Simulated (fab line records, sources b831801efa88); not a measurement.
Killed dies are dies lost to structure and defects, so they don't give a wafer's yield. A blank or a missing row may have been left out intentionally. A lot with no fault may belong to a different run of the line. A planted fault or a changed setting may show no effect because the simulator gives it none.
fab line records	flow sky130
[record] lots = 5	wafers = 15	last_day = 50
route steps=708 shown METAL4@623 VIA4@639 METAL5@661 PAD_OPEN@708
lots that met no fault: from a run of the same line without faults
start_h: the number of hours between the record's first day and the start of the first shown wafer of the lot	wait_h: hours since the lot's step before	" unchanged from the row above	L1.1+2: a row that stands for several wafers	- value missing, or start not given	* or withheld: withheld	< > ~ a bound
route shown NAME@n: NAME is a module with steps in the file, n the number in the route of the first one	usual: average and standard deviation across the fault-free wafers	same: alike in all rows	chamber/n: place in a boat	sites: each site's reading	_std_site: standard deviation across them	_edge_site: inner sites' mean taken away from outer sites' mean	radius_mm: how far each site lies from the wafer's centre	mask NAME#n: copy n	behind: the most recent tool/chamber to have shaped the wafer	hold: the reason the lot was held/the length of the hold in hours/how it ended	device: the transistor (n, p or np) that didn't switch	end of line: the route-end tests of the same wafers	step lacking rows: just its recipe	killed: dies that structure and defects cost at the first sort, which is not the same as the wafer's yield	map: dies across one wafer; x = killed, . = not, _ = none there
set.NAME: the run value of the setting; set.NAME@STEP: its run value at that earlier step	model.NAME: the simulator's own value behind a step, which no gauge read
lots seen at some steps along the route; tables by step, rows by wafer
services: the hour from which a tool's chamber was out of use, counted from the record's first day as start_h (under 0 if before that day), plus the number of hours and why
[[steps]]
[step SKY_METAL4_COAT_07]
[recipe] resist = BARC	temp_c = withheld	time_s = withheld	spin_rpm = 3000	resist_thk_nm = 60
[step SKY_METAL4_COAT_08]
[recipe] resist = KrF-thick	spin_rpm = 3000	resist_thk_nm = 1140
[step SKY_METAL4_SOFTBAKE_09]
[recipe] temp_c = 100	time_s = 90	resist = KrF-thick
[step SKY_METAL4_EXPOSE_10]
[recipe] mask_id = MM4	na = 0.68	source_shape = annular	sigma_inner = 0.4	sigma_outer = 0.8	target_cd_nm = 300	dose_mj = 28
[step SKY_METAL4_PEB_11]
[recipe] peb_temp_c = withheld	peb_time_s = withheld	resist = KrF-thick
[step SKY_METAL4_DEVELOP_12]
[recipe] develop_time_s = 60	resist = KrF-thick	dev_temp_c = 21
[step SKY_METAL4_CD_MEAS_13]
[recipe] target_cd_nm = 300
[usual] cd_nm = 300.0/1.6
lot.wafer	tool	chamber	start_h	wait_h	cd_nm
L598.2	cd_sem-02	-	987.61	-	301.7
L598.4	"	-	"	"	302.6
L598.5	"	-	"	"	303.2
L605.1	cd_sem-02	-	1044.64	-	301.8
L605.2	"	-	"	"	302.8
L605.3	"	-	"	"	302.9
L614.3	cd_sem-02	-	1094.11	-	299.2
L614.4	"	-	"	"	298.9
L614.6	"	-	"	"	297.6
L617.1	cd_sem-02	-	1110.97	-	302.3
L617.4	"	-	"	"	302.2
L617.5	"	-	"	"	302.8
L619.2	cd_sem-02	-	1120.36	-	300.9
L619.3	"	-	"	"	301.4
L619.5	"	-	"	"	301.8
[step SKY_METAL4_OVL_MEAS_14]
[usual] METAL4_OVL = 3/5.6
lot.wafer	tool	chamber	start_h	wait_h	METAL4_OVL[nm]
L598.2	overlay-01	-	987.71	0.1	2
L598.4	"	-	"	"	3
L598.5	"	-	"	"	9
L605.1	overlay-01	-	1044.76	0.1	0
L605.2	"	-	"	"	8
L605.3	"	-	"	"	-1
L614.3	overlay-02	-	1094.20	0.1	1
L614.4	"	-	"	"	-1
L614.6	"	-	"	"	-2
L617.1	overlay-02	-	1111.09	0.1	-3
L617.4	"	-	"	"	-11
L617.5	"	-	"	"	-6
L619.2	overlay-01	-	1120.46	0.1	3
L619.3	"	-	"	"	-4
L619.5	"	-	"	"	-2
[step SKY_METAL4_DESCUM_15]
[recipe] chemistry = O2	source_power_w = 150	bias_power_w = 0	pressure_mtorr = 10	temp_c = 40	time_s = 8
[usual] drypump_motor_current_A = 5.7/0.42	oes_product_au = 1.001/0.01	temp_c = 40.00/0.1
lot.wafer	tool	chamber	start_h	wait_h	drypump_motor_current_A	oes_product_au	rf_hours_counter_h	temp_c
L598.2	rie_metal-02	0	987.74	0.0	6.2	1.019	13	39.87
L598.4	"	1	"	"	5.1	0.992	-	39.86
L598.5	"	1	"	"	5.1	1.001	-	39.91
L605.1	rie_metal-01	0	1044.79	0.0	6.3	0.994	17	40.04
L605.2	"	1	"	"	5.5	0.981	15	40.24
L605.3	"	0	"	"	6.3	0.990	-	39.98
L614.3	rie_metal-01	1	1094.24	0.0	5.5	0.998	-	39.89
L614.4	"	0	"	"	6.3	1.010	-	39.99
L614.6	"	1	"	"	5.5	1.017	-	40.00
L617.1	rie_metal-04	1	1111.13	0.0	5.4	0.994	24	39.91
L617.4	"	0	"	"	5.7	0.996	-	39.84
L617.5	"	1	"	"	5.3	0.995	-	40.01
L619.2	rie_metal-02	1	1120.49	0.0	5.1	1.002	11	39.93
L619.3	"	0	"	"	6.2	1.020	-	40.09
L619.5	"	1	"	"	5.1	1.012	-	40.13
[step SKY_METAL4_ETCH_16]
[recipe] chemistry = N2/H2	target = BARC	ion_energy_ev = 200	bias_w = 100	pressure_mtorr = 30	n2_flow_sccm = 100	h2_flow_sccm = 200	icp_w = 500	stop_on = SiO2	time_s = 88.2	target_depth_a = 600
[step SKY_METAL4_ETCH_17]
[recipe] target = SiO2	stop_on = TiN	chemistry = C4F8/O2/Ar	source_w = 1500	bias_w = 1200	pressure_mtorr = 40	c4f8_flow_sccm = withheld	O2_flow_sccm = 6	Ar_flow_sccm = 300	time_s = 3.9	target_depth_a = 150
[usual] bias_w = 1200/3.6	oes_product_au = 0.753/0.0078
lot.wafer	tool	chamber	start_h	wait_h	bias_w	oes_product_au	rf_hours_counter_h
L598.2	rie_diel-02	0	987.87	0.1	1192	0.755	16
L598.4	"	1	"	"	1198	0.755	19
L598.5	"	2	"	"	1196	0.756	-
L605.1	rie_diel-01	0	1044.92	0.1	1200	0.738	12
L605.2	"	2	"	"	1201	0.750	15
L605.3	"	1	"	"	1205	0.763	9
L614.3	rie_diel-01	3	1094.36	0.0	1199	0.763	16
L614.4	"	2	"	"	1202	0.748	16
L614.6	"	1	"	"	1195	0.759	-
L617.1	rie_diel-01	2	1111.26	0.1	1203	0.749	17
L617.4	"	0	"	"	1197	0.767	14
L617.5	"	2	"	"	1200	0.768	-
L619.2	rie_diel-03	2	1120.62	0.1	1197	0.745	18
L619.3	"	0	"	"	1192	0.756	29
L619.5	"	3	"	"	1202	0.759	-
[step SKY_METAL4_METAL_ETCH_18]
[recipe] target_depth_a = 8450	stop_on = SiO2	over_etch_frac = 0.3	time_s = 183.1	chemistry = Cl2/BCl3	resist_sidewall_deg = 88	pressure_mtorr = 10	icp_w = 900	bias_w = 48.5	Cl2_flow_sccm = 60	bcl3_flow_sccm = 30
[usual] bias_w = 48.50/0.14	drypump_motor_current_A = 5.7/0.41	oes_product_au = 0.865/0.0062	throttle_valve_pct = 22.264/0.0098
lot.wafer	tool	chamber	start_h	wait_h	bias_w	drypump_motor_current_A	oes_product_au	rf_hours_counter_h	throttle_valve_pct
L598.2	rie_metal-04	1	987.89	0.0	48.34	5.4	0.866	15	22.258
L598.4	"	0	"	"	48.64	5.7	0.860	-	22.257
L598.5	"	0	"	"	48.49	5.7	0.859	-	22.253
L605.1	rie_metal-02	0	1044.94	0.0	48.81	6.2	0.861	17	22.261
L605.2	"	1	"	"	48.33	5.1	0.863	6	22.248
L605.3	"	1	"	"	48.34	5.1	0.857	-	22.247
L614.3	rie_metal-04	0	1094.44	0.1	48.34	5.7	0.866	-	22.246
L614.4	"	1	"	"	48.34	5.4	0.869	-	22.240
L614.6	"	0	"	"	48.47	5.7	0.868	-	22.268
L617.1	rie_metal-04	1	1111.28	0.0	48.52	5.4	0.870	24	22.268
L617.4	"	1	"	"	48.59	5.4	0.867	-	22.287
L617.5	"	0	"	"	48.28	5.7	0.859	-	22.266
L619.2	rie_metal-01	1	1120.64	0.0	48.41	5.5	0.867	20	22.256
L619.3	"	1	"	"	48.47	5.5	0.868	-	22.264
L619.5	"	0	"	"	48.51	6.3	0.862	-	22.267
[step SKY_METAL4_STRIP_19]
[recipe] chemistry = O2/N2	power_w = 1400	pressure_mtorr = 1500	platen_temp_c = withheld	o2_flow_sccm = 3000	n2_flow_sccm = 300	overash_fraction = 0.5
[usual] drypump_motor_current_A = 5.45/0.28	oes_product_au = 0.501/0.0058	strip_time_to_endpoint_s = 6.50/0.1
[same] overash_fraction = 0.5
lot.wafer	tool	chamber	start_h	wait_h	drypump_motor_current_A	oes_product_au	rf_hours_counter_h	strip_time_to_endpoint_s
L598.2	plasma_asher-04	1	988.07	0.1	5.51	0.497	90	6.56
L598.4	"	1	"	"	5.50	0.516	-	6.55
L598.5	"	1	"	"	5.51	0.497	-	6.52
L605.1	plasma_asher-01	1	1045.12	0.1	5.36	0.494	31	6.38
L605.2	"	0	"	"	5.90	0.509	31	6.57
L605.3	"	1	"	"	5.35	0.508	-	6.56
L614.3	plasma_asher-04	0	1094.59	0.1	5.55	0.507	-	6.60
L614.4	"	1	"	"	5.52	0.505	-	6.56
L614.6	"	1	"	"	5.54	0.511	-	6.60
L617.1	plasma_asher-01	0	1111.46	0.1	5.91	0.503	38	6.63
L617.4	"	0	"	"	5.90	0.504	-	6.56
L617.5	"	1	"	"	5.34	0.508	-	6.59
L619.2	plasma_asher-04	0	1120.82	0.1	5.52	0.501	102	6.42
L619.3	"	0	"	"	5.56	0.497	-	6.54
L619.5	"	0	"	"	5.55	0.507	-	6.53
[step SKY_METAL4_STRIP_20]
[recipe] chemistry = post_etch_residue_remover	time_s = 1200	temp_c = 72.5
[step SKY_METAL4_CLEAN_21]
[recipe] chemistry = IPA	time_s = 180	temp_c = 25
[step SKY_METAL4_CLEAN_22]
[recipe] chemistry = O3/DIW	dry = n2_spin
[step SKY_VIA4_HDPCVD_00]
[recipe] material = SiO2	target_thk_nm = 1750	sigma_open_frac = 0.3	time_s = 291.7	temp_c = 400	sih4_flow_sccm = 60	pressure_mtorr = 6
[step SKY_VIA4_THK_MEAS_01]
[recipe] reads = SiO2_of_VIA4_HDPCVD_00
[usual] VIA4_HDPCVD_THK = 1752/20
lot.wafer	tool	chamber	start_h	wait_h	VIA4_HDPCVD_THK[nm]
L598.2	film_metro-02	-	988.85	0.1	1760
L598.4	"	-	"	"	1781
L598.5	"	-	"	"	1763
L605.1	film_metro-02	-	1045.98	0.2	1738
L605.2	"	-	"	"	1784
L605.3	"	-	"	"	1785
L614.3	film_metro-04	-	1095.35	0.1	1730
L614.4	"	-	"	"	1772
L614.6	"	-	"	"	1770
L617.1	film_metro-01	-	1112.44	0.1	1720
L617.4	"	-	"	"	1722
L617.5	"	-	"	"	1765
L619.2	film_metro-01	-	1122.03	0.1	1745
L619.3	"	-	"	"	1715
L619.5	"	-	"	"	1753
[step SKY_VIA4_CMP_02]
[recipe] material = SiO2	down_force_psi = 4	platen_rpm = 60	pad_velocity_m_s = 0.94248
[step SKY_VIA4_BOW_MEAS_03]
[recipe] mode = bow
[usual] VIA4_BOW = 78/7.8
lot.wafer	tool	chamber	start_h	wait_h	VIA4_BOW[um]
L598.2	film_metro-02	-	989.22	0.2	80
L598.4	"	-	"	"	86
L598.5	"	-	"	"	86
L605.1	film_metro-01	-	1047.15	0.2	74
L605.2	"	-	"	"	71
L605.3	"	-	"	"	75
L614.3	film_metro-02	-	1095.73	0.2	66
L614.4	"	-	"	"	60
L614.6	"	-	"	"	74
L617.1	film_metro-01	-	1113.48	0.2	74
L617.4	"	-	"	"	90
L617.5	"	-	"	"	66
L619.2	film_metro-04	-	1122.40	0.1	59
L619.3	"	-	"	"	67
L619.5	"	-	"	"	66
[step SKY_VIA4_DEHYDRATE_04]
[recipe] temp_c = 200	time_s = 60
[step SKY_VIA4_HMDS_05]
[recipe] prime_time_s = 60	prime_temp_c = 120
[step SKY_VIA4_COAT_06]
[recipe] resist = NOVOLAK	spin_rpm = 3000	resist_thk_nm = 1140
[step SKY_VIA4_SOFTBAKE_07]
[recipe] temp_c = 90	time_s = 60	resist = NOVOLAK
[step SKY_VIA4_EXPOSE_08]
[recipe] mask_id = VIM4	na = 0.6	source_shape = conventional	sigma_outer = 0.6	polarization = unpolarized	target_cd_nm = 800	dose_mj = 132
[step SKY_VIA4_PEB_09]
[recipe] temp_c = withheld	time_s = *	resist = NOVOLAK
[step SKY_VIA4_DEVELOP_10]
[recipe] resist = NOVOLAK	developer = TMAH	develop_time_s = 60	dev_temp_c = 23
[step SKY_VIA4_OVL_MEAS_11]
[usual] VIA4_OVL = 0.3/1.1
lot.wafer	tool	chamber	start_h	wait_h	VIA4_OVL[nm]
L598.2	overlay-01	-	1011.70	0.1	1.8
L598.4	"	-	"	"	-0.1
L598.5	"	-	"	"	1.8
L605.1	overlay-02	-	1067.79	0.1	-0.3
L605.2	"	-	"	"	-1.3
L605.3	"	-	"	"	0.2
L614.3	overlay-02	-	1115.56	0.1	1.1
L614.4	"	-	"	"	2.6
L614.6	"	-	"	"	1.7
L617.1	overlay-02	-	1132.19	0.1	1.0
L617.4	"	-	"	"	0.2
L617.5	"	-	"	"	-0.4
L619.2	overlay-02	-	1140.49	0.1	-1.0
L619.3	"	-	"	"	0.3
L619.5	"	-	"	"	-1.0
[step SKY_VIA4_ETCH_12]
[recipe] target = SiO2	chemistry = C4F8/O2/Ar	stop_on = TiN	mask_material = NOVOLAK	source_w = 1500	bias_w = 1200	pressure_mtorr = 40	c4f8_flow_sccm = withheld	O2_flow_sccm = 6	Ar_flow_sccm = 300	time_s = withheld	target_depth_a = 5800
[usual] bias_w = 1200/3.6	oes_product_au = 0.926/0.0052
lot.wafer	tool	chamber	start_h	wait_h	bias_w	oes_product_au
L598.2	rie_diel-01	1	1011.73	0.0	1204	0.924
L598.4	"	3	"	"	1195	0.922
L598.5	"	2	"	"	1201	0.926
L605.1	rie_diel-02	3	1067.83	0.0	1194	0.925
L605.2	"	0	"	"	1203	0.929
L605.3	"	2	"	"	1198	0.931
L614.3	rie_diel-02	0	1115.58	0.0	1196	0.928
L614.4	"	3	"	"	1205	0.929
L614.6	"	2	"	"	1204	0.917
L617.1	rie_diel-01	3	1132.23	0.0	1202	0.930
L617.4	"	2	"	"	1201	0.918
L617.5	"	3	"	"	1203	0.925
L619.2	rie_diel-02	3	1140.52	0.0	1203	0.918
L619.3	"	1	"	"	1199	0.919
L619.5	"	3	"	"	1203	0.929
[step SKY_VIA4_STRIP_13]
[recipe] chemistry = O2/N2	power_w = 1400	pressure_mtorr = 1500	platen_temp_c = withheld	o2_flow_sccm = 3000	n2_flow_sccm = 300	overash_fraction = 0.5
[step SKY_VIA4_STRIP_14]
[recipe] chemistry = post_etch_residue_remover	time_s = 1200	temp_c = 72.5
[step SKY_VIA4_CLEAN_15]
[recipe] chemistry = IPA	time_s = 180	temp_c = 25
[step SKY_VIA4_CLEAN_16]
[recipe] chemistry = O3/DIW	dry = n2_spin
[step SKY_VIA4_SPUTTER_17]
[recipe] material = TiN	target_thk_nm = 20	chamber_pressure_pa = 5	power_w = 4000	time_s = 80
[step SKY_VIA4_CVD_18]
[recipe] material = W	target_thk_nm = 505	time_s = 152.14	temp_c = 400	pressure_torr = 40
[step SKY_VIA4_RS_MEAS_19]
[recipe] thk_meas_gauge = four-point-probe	reads = W_of_VIA4_CVD_18+TiN_of_VIA4_SPUTTER_17
[usual] VIA4_W_RS = 0.226/0.004
lot.wafer	tool	chamber	start_h	wait_h	VIA4_W_RS[ohm/sq]
L598.2	film_metro-04	-	1012.79	0.1	0.226
L598.4	"	-	"	"	0.227
L598.5	"	-	"	"	0.226
L605.1	film_metro-02	-	1068.81	0.1	0.229
L605.2	"	-	"	"	0.221
L605.3	"	-	"	"	0.227
L614.3	film_metro-04	-	1117.00	0.1	0.231
L614.4	"	-	"	"	0.224
L614.6	"	-	"	"	0.222
L617.1	film_metro-04	-	1134.81	0.1	0.226
L617.4	"	-	"	"	0.228
L617.5	"	-	"	"	0.224
L619.2	film_metro-02	-	1142.59	0.1	0.230
L619.3	"	-	"	"	0.223
L619.5	"	-	"	"	0.222
[step SKY_VIA4_THK_MEAS_20]
[recipe] thk_meas_gauge = xrf	reads = W_of_VIA4_CVD_18
[usual] VIA4_W_THK = 507/9.9
lot.wafer	tool	chamber	start_h	wait_h	VIA4_W_THK[nm]
L598.2	film_metro-04	-	1012.90	0.1	502
L598.4	"	-	"	"	503
L598.5	"	-	"	"	507
L605.1	film_metro-02	-	1068.93	0.1	501
L605.2	"	-	"	"	517
L605.3	"	-	"	"	503
L614.3	film_metro-04	-	1117.10	0.1	493
L614.4	"	-	"	"	506
L614.6	"	-	"	"	511
L617.1	film_metro-04	-	1134.93	0.1	502
L617.4	"	-	"	"	498
L617.5	"	-	"	"	506
L619.2	film_metro-02	-	1142.70	0.1	498
L619.3	"	-	"	"	513
L619.5	"	-	"	"	519
[step SKY_VIA4_CMP_21]
[recipe] stop_on = SiO2	t_overpolish_s = 25	down_force_psi = 3.5	platen_rpm = 60	target_thk_nm = 0	pad_velocity_m_s = 0.94248
[step SKY_METAL5_SPUTTER_00]
[recipe] material = Ti	target_thk_nm = 15	power_w = 3000	time_s = 10	chamber_pressure_pa = 0.4
[usual] cathode_dc_power_W = 3000.1/0.5	throttle_valve_pct = 30.2/1.4
lot.wafer	tool	chamber	start_h	wait_h	cathode_dc_power_W	throttle_valve_pct
L598.2	pvd_sputter-04	-	1013.37	0.2	3000.8	30.2
L598.4	"	-	"	"	2999.7	28.7
L598.5	"	-	"	"	2999.9	32.3
L605.1	pvd_sputter-04	-	1069.29	0.1	2999.4	30.5
L605.2	"	-	"	"	2999.9	28.8
L605.3	"	-	"	"	3000.0	30.1
L614.3	pvd_sputter-04	-	1117.46	0.2	2999.2	32.1
L614.4	"	-	"	"	2999.0	30.1
L614.6	"	-	"	"	3001.0	30.6
L617.1	pvd_sputter-03	-	1135.29	0.1	2999.6	30.9
L617.4	"	-	"	"	3000.2	29.3
L617.5	"	-	"	"	3000.6	31.1
L619.2	pvd_sputter-03	-	1143.05	0.1	3000.0	29.2
L619.3	"	-	"	"	3000.1	31.6
L619.5	"	-	"	"	3000.8	27.4
[step SKY_METAL5_SPUTTER_01]
[recipe] material = TiN	target_thk_nm = 20	power_w = 6500	time_s = 16.7	chamber_pressure_pa = 0.4
[step SKY_METAL5_SPUTTER_02]
[recipe] material = AlCu	target_thk_nm = 1150	power_w = 10600	time_s = 61.2	chamber_pressure_pa = 0.4
[step SKY_METAL5_SPUTTER_03]
[recipe] material = Ti	target_thk_nm = 5	power_w = 3000	time_s = 3.3	chamber_pressure_pa = 0.4
[step SKY_PAD_OPEN_PROBE_99]
[usual] defect_limited_yield = 82.1/2	killed_at_M0_to_M3 = 44/7.8	killed_at_M4_up = 3.1/1.7	killed_at_contacts = 25/5.1	killed_at_front_end = 15/4.4	killed_at_other = 0.5/0.68	killed_dies = 88/9.9	killed_open = 48/6.9	killed_short = 39/6.5	sort_bin_3_pad_short = 0.8/0.42	sort_bin_5_function = 10.6/1.5	sort_bin_6_memory = 6.5/1.2	sort_n_pass = 404/9.9	sort_yield_pct = 82.1/2
[same] gross_dies = 492	killed_at_back_side = 0	sort_bin_4_leakage[%] = 0	sort_bin_8_speed[%] = 0
lot.wafer	tool	chamber	start_h	wait_h	defect_limited_yield[%]	killed_at_M0_to_M3	killed_at_M4_up	killed_at_contacts	killed_at_front_end	killed_at_other	killed_dies	killed_open	killed_short	sort_bin_3_pad_short[%]	sort_bin_5_function[%]	sort_bin_6_memory[%]	sort_n_pass	sort_yield_pct[%]	model.etest.tester.sort_n_pass	model.etest.tester.sort_yield_pct	model.etest.tester.sort_bin_5_pct	model.etest.tester.sort_bin_3_pct
L598.2	prober-02	-	1082.46	0.1	84.3	40	4	22	11	0	77	41	36	1.0	9.8	4.9	415	84.3	415	84.35	9.756	1.016
L598.4	prober-02	-	1082.56	0.2	83.3	39	3	31	9	0	82	48	34	1.0	8.7	6.9	410	83.3	410	83.33	8.74	1.016
L598.5	prober-02	-	1082.61	0.2	82.9	45	4	22	12	1	84	47	37	0.4	10.2	6.5	408	82.9	408	82.93	10.16	0.4065
L605.1	prober-01	-	1132.59	0.1	80.3	46	3	26	21	1	97	49	47	1.0	12.6	6.1	395	80.3	395	80.28	12.6	1.016
L605.2	prober-01	-	1132.64	0.1	83.3	36	5	28	13	0	82	51	31	0.4	10.6	5.7	410	83.3	410	83.33	10.57	0.4065
L605.3	prober-01	-	1132.69	0.2	81.1	49	3	22	19	0	93	53	40	0.8	10.8	7.3	399	81.1	399	81.1	10.77	0.813
L614.3	prober-02	-	1177.27	0.2	86.0	31	3	28	7	0	69	38	31	0.6	8.1	5.3	423	86.0	423	85.98	8.13	0.6098
L614.4	prober-02	-	1177.32	0.2	82.3	38	2	33	14	0	87	48	39	0.6	11.0	6.1	405	82.3	405	82.32	10.98	0.6098
L614.6	prober-02	-	1177.42	0.2	83.9	38	2	27	12	0	79	42	37	0.8	8.9	6.3	413	83.9	413	83.94	8.943	0.813
L617.5	prober-02	-	1189.51	0.2	71.3	37	66	26	12	0	141	50	28	3.5	18.7	6.5	351	71.3	351	71.34	18.7	3.455
L619.2	prober-02	-	1196.07	0.1	83.3	42	5	22	12	1	82	48	34	0.2	9.1	7.3	410	83.3	410	83.33	9.146	0.2033
L619.3	prober-02	-	1196.12	0.2	82.9	45	3	16	20	0	84	44	39	0.8	9.3	6.9	408	82.9	408	82.93	9.35	0.813
L619.5	prober-02	-	1196.22	0.2	81.1	45	10	24	13	1	93	48	44	1.4	8.7	8.7	399	81.1	399	81.1	8.74	1.423
// killed by level:class
L598.2 VIA2:geometric_particle:open=8 VIA1:geometric_particle:open=8 LI_CONTACT:geometric_particle:open=7 CONTACT:geometric_particle:open=5 CONTACT:geometric_particle:short=5 METAL2:geometric_particle:short=5 FIELD_ISO:geometric_particle:open=4 LOCAL_INTERCONNECT:geometric_particle:short=4
L598.4 CONTACT:geometric_particle:open=13 VIA1:geometric_particle:open=12 LI_CONTACT:geometric_particle:open=6 METAL2:geometric_particle:short=5 VIA1:geometric_particle:short=5 POLY_GATE:geometric_particle:open=4 LOCAL_INTERCONNECT:geometric_particle:short=4 VIA3:geometric_particle:open=3
L598.5 CONTACT:geometric_particle:open=10 VIA1:geometric_particle:short=8 VIA3:geometric_particle:open=7 METAL1:geometric_particle:short=7 VIA1:geometric_particle:open=7 VIA2:geometric_particle:open=5 VIA3:geometric_particle:short=4 FIELD_ISO:geometric_particle:open=3
L605.1 FIELD_ISO:geometric_particle:short=8 METAL1:geometric_particle:short=8 CONTACT:geometric_particle:open=7 LI_CONTACT:geometric_particle:open=7 VIA1:geometric_particle:open=7 VIA2:geometric_particle:open=7 CONTACT:geometric_particle:short=6 VIA3:geometric_particle:open=6
L605.2 CONTACT:geometric_particle:open=10 VIA2:geometric_particle:open=9 LI_CONTACT:geometric_particle:open=8 VIA3:geometric_particle:open=7 VIA1:geometric_particle:open=7 CONTACT:geometric_particle:short=6 FIELD_ISO:geometric_particle:open=4 SPACER:geometric_particle:short=4
L605.3 VIA2:geometric_particle:open=15 VIA1:geometric_particle:open=11 FIELD_ISO:geometric_particle:short=8 LI_CONTACT:geometric_particle:open=6 CONTACT:geometric_particle:open=6 VIA2:geometric_particle:short=6 VIA3:geometric_particle:open=5 LI_CONTACT:geometric_particle:short=4
L614.3 LI_CONTACT:geometric_particle:open=11 METAL2:geometric_particle:short=7 VIA1:geometric_particle:open=7 LOCAL_INTERCONNECT:geometric_particle:short=6 CONTACT:geometric_particle:open=6 LI_CONTACT:geometric_particle:short=4 METAL1:geometric_particle:short=3 VIA2:geometric_particle:open=3
L614.4 LI_CONTACT:geometric_particle:open=11 VIA1:geometric_particle:open=11 LOCAL_INTERCONNECT:geometric_particle:short=8 CONTACT:geometric_particle:open=8 METAL2:geometric_particle:short=7 VIA1:geometric_particle:short=5 VIA2:geometric_particle:open=5 FIELD_ISO:geometric_particle:open=3
L614.6 VIA2:geometric_particle:open=11 LI_CONTACT:geometric_particle:open=8 CONTACT:geometric_particle:open=7 VIA1:geometric_particle:open=7 CONTACT:geometric_particle:short=6 VIA1:geometric_particle:short=5 VIA3:geometric_particle:short=4 LI_CONTACT:geometric_particle:short=4
L617.5 METAL4:unspecified=63 VIA1:geometric_particle:open=14 LI_CONTACT:geometric_particle:open=13 CONTACT:geometric_particle:open=7 METAL2:geometric_particle:short=6 FIELD_ISO:geometric_particle:open=5 VIA1:geometric_particle:short=3 POLY_GATE:geometric_particle:short=3
L619.2 VIA1:geometric_particle:open=10 VIA2:geometric_particle:open=10 LI_CONTACT:geometric_particle:open=8 CONTACT:geometric_particle:open=7 VIA3:geometric_particle:open=5 VIA1:geometric_particle:short=5 FIELD_ISO:geometric_particle:open=4 POLY_GATE:geometric_particle:short=4
L619.3 VIA1:geometric_particle:short=8 VIA2:geometric_particle:open=7 VIA1:geometric_particle:open=7 METAL2:geometric_particle:short=7 FIELD_ISO:geometric_particle:short=5 POLY_GATE:geometric_particle:open=5 LI_CONTACT:geometric_particle:open=5 CONTACT:geometric_particle:open=5
L619.5 VIA1:geometric_particle:open=11 METAL2:geometric_particle:short=8 METAL4:geometric_particle:short=8 CONTACT:geometric_particle:short=7 CONTACT:geometric_particle:open=7 VIA3:geometric_particle:open=7 VIA2:geometric_particle:open=6 LI_CONTACT:geometric_particle:open=5
// map L617.5 (x killed, . not)
__________.........._________
________.............x_______
______...x.........xx.x._____
_____x.x..x.xx..........x____
____x.x...........x.......___
___x.....x..xx.....x.......__
__.x.....x.............x...._
_..x...x..x...xxx.x........x.
_x.......x.xxxxxxx.x.x.......
_.......x.xxxxxxxxxxx.x..x...
_...x.x...xxxxxxxxxxx.x......
_....x....xxxxxxxxxx.....x...
_...x.....xxxxxxxxxxx.x..x..x
_........xxxxxxxxxx........x.
_..........xx..xx.xx..x...x..
__.xx..........x........x.x._
___x.x.xx...x..x..x.x..x...__
____.........x.x...x..x...___
_____............x......x____
______..............x.x._____
________...........x.x_______
__________.x......x._________
// map L605.1 (x killed, . not)
__________..xx.x...x_________
________..x....x......_______
______.............x...x_____
_____.x..x........x......____
____x..x...x............x.___
___...x..xx....x.......xx.x__
__......................x..._
_x....x.......x...x..........
_.x..x.x....x..x....x........
_..........x..x.xxx.......x..
_.....x..................x...
_.....x.......x.x.xxxxx...xx.
_..x.....x.x.....x......x.x..
_x.....x.xx....x.....x.......
_x....x....xx..x.............
__...x.x.x........x...x...x._
___.....xx...xxx.xx...xx...__
____x...........x.x.......___
_____...x.x.........x..x.____
______...x......x....x.._____
________x..........x.._______
__________......xx.._________
[[services]]
tool	chamber	start_h	hours	kind
plasma_asher-01	-	977.68	5.4	repair
rie_diel-01	2	980.02	3.1	repair
pvd_sputter-04	1	981.07	-	consumable_replace:kit
pvd_sputter-04	1	981.07	18.0	scheduled_down
pvd_sputter-04	1	981.07	18.0	vent_cycle
pvd_sputter-03	-	986.14	23.3	repair
plasma_asher-04	-	990.86	10.1	repair
pvd_sputter-04	-	1000.32	8.0	repair
rie_diel-02	1	1001.89	4.4	repair
rie_diel-01	-	1009.36	0.3	repair
rie_diel-01	2	1031.87	7.1	repair
rie_metal-01	-	1050.62	2.8	pm
rie_diel-01	0	1060.01	3.4	repair
rie_diel-02	1	1062.64	-	clean
rie_diel-02	1	1062.64	21.5	scheduled_down
rie_diel-02	1	1062.64	21.5	vent_cycle
rie_diel-03	-	1065.28	2.8	pm
rie_metal-02	-	1093.19	1.4	pm
plasma_asher-04	-	1095.76	1.4	repair
pvd_sputter-04	0	1115.95	-	consumable_replace:kit
pvd_sputter-04	0	1115.95	18.0	scheduled_down
plasma_asher-04	-	1116.10	4.3	repair
rie_metal-01	0	1122.71	5.1	repair
rie_diel-02	0	1131.70	22.4	repair
[[key]]
[first_sign] step = SKY_PAD_OPEN_PROBE_99	reading = killed_at_M4_up	direction = up	sigmas = 38	usual = 3.1	struck = 66
[effect] step = SKY_PAD_OPEN_PROBE_99	reading = sort_bin_3_pad_short	direction = up	sigmas = 6.3	usual = 0.8	struck = 3.5
[model_effect] step = SKY_PAD_OPEN_PROBE_99	value = etest.tester.sort_n_pass	without = 401	struck = 351
met_at SKY_METAL4_STRIP_19
struck_wafers L617.5
onset_between 1045.12 1111.46
[fault] kind = chamber_particle_source	tool = plasma_asher-01	chamber = 1	onset_h = 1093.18	steps = SKY_METAL4_STRIP_19	rate_per_visit_cm2 = 1.4053	end_h = 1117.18
